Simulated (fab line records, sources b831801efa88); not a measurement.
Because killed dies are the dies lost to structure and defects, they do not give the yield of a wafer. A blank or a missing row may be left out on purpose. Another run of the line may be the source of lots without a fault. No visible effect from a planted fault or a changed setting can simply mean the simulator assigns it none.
What tool caused it?    flow gf180mcu    6 lots with 18 wafers sampled at 2 steps, on a route of 602 steps

== WHAT EACH GAUGE READ, for each wafer ==
GF_V5_CD_MEAS_14 targets a cd of 260 nm.
lot   measured      on        cdNm (nm)
L127  day 27 06:58  cdSem-01  258.9 260.3 258.8
L129  day 28 06:28  cdSem-01  260.3 259.4 258.5
L131  day 28 18:06  cdSem-02  259.9 261.7 260.7
L139  day 31 08:14  cdSem-02  261.9 260.8 261.4
L146  day 32 22:21  cdSem-02  260.6 259.4 259.1
L148  day 33 08:30  cdSem-02  257.9 257.3 257.5

== WHICH TOOL RAN EACH LOT (tool, then ch and the chambers of the sampled wafers, then the start) ==
lot   GF_STI_WET_ETCH_27
L127  wetBench-01 ch 3, day 2 09:12
L129  wetBench-02 ch 0, day 2 19:56
L131  wetBench-04 ch 0, day 3 05:38
L139  wetBench-01 ch 2, day 5 00:52
L146  wetBench-04 ch 3, day 6 10:28
L148  wetBench-02 ch 0, day 6 21:37
- GF_STI_WET_ETCH_27: etches Si3N4 in H3PO4, target depth 160 nm, time 1825 s.

== THE ANSWER, worked out from the rows above alone ==
Rule: the lots themselves supply what counts as usual. Put in order of their means at a reading, lots are off if they are a third of the lots or fewer, leave a main group of 4 or more, and stand apart from it by a gap of 3 or more times the standard deviation of the main group's means; of several such gaps the widest counts. The tables above print the reading to a certain number of digits; a main group whose means all agree to those digits is not used. Also off: a lot with no number at a reading for which 4 or more lots have one. Any other lot the step has rows for is counted as sound.
No lot is off at any reading shown: from this, nothing can be told.

== WHAT THE SIMULATOR PUT IN ==
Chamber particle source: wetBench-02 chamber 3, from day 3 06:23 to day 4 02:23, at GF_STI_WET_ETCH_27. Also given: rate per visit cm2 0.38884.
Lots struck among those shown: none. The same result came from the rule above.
